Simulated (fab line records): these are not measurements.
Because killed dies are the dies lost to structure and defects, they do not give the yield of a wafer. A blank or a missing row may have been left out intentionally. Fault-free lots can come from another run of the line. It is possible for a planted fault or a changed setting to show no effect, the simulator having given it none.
Which tool is to blame?    flow sky130    12 lots (36 wafers sampled), 1 step of a 708-step route

== WHAT EACH GAUGE READ, for each wafer ==
SKY_SPACER_THK_MEAS_01.
lot   measured      on             SPACER_CVD_00_THK (nm)
L075  day 22 20:22  film_metro-03  42.9 42.9 43.0
L077  day 24 18:19  film_metro-04  43.1 43.0 43.5
L079  day 28 09:34  film_metro-03  43.3 43.6 43.5
L080  day 28 11:49  film_metro-01  43.1 42.8 42.6
L081  day 28 11:52  film_metro-03  43.6 43.9 43.5
L084  day 28 13:02  film_metro-04  43.6 43.3 43.6
L088  day 28 20:05  film_metro-04  43.1 42.9 43.0
L089  day 28 21:52  film_metro-04  43.8 43.4 43.9
L091  day 28 23:04  film_metro-03  42.4 42.7 42.3
L093  day 29 10:25  film_metro-03  43.0 43.1 42.9
L095  day 29 17:16  film_metro-03  42.8 42.8 42.9
L097  day 30 16:08  film_metro-04  42.9 43.1 43.4

== WHICH TOOL RAN EACH LOT (tool, then ch and the chambers of the sampled wafers, then the start) ==
Record: no process step prior to these readings.

== THE ANSWER, worked out from the rows above alone ==
Rule: the usual values come from the lots themselves. The widest of any qualifying gaps counts: lots, ordered by their means at a reading, are off when they make up no more than a third of the lots, leave a main group of 4 or more, and stand apart from it by 3 or more times the standard deviation of that group's means. If all means in a main group match to the digits the tables above print for the reading, that group is not used. A lot without any number at a reading at which 4 lots or more have one is off too. Any other lot the step has rows for is counted as sound.
Across all readings shown, no lot is off: no conclusion can be drawn from this.

== WHAT THE SIMULATOR HAD PUT IN ==
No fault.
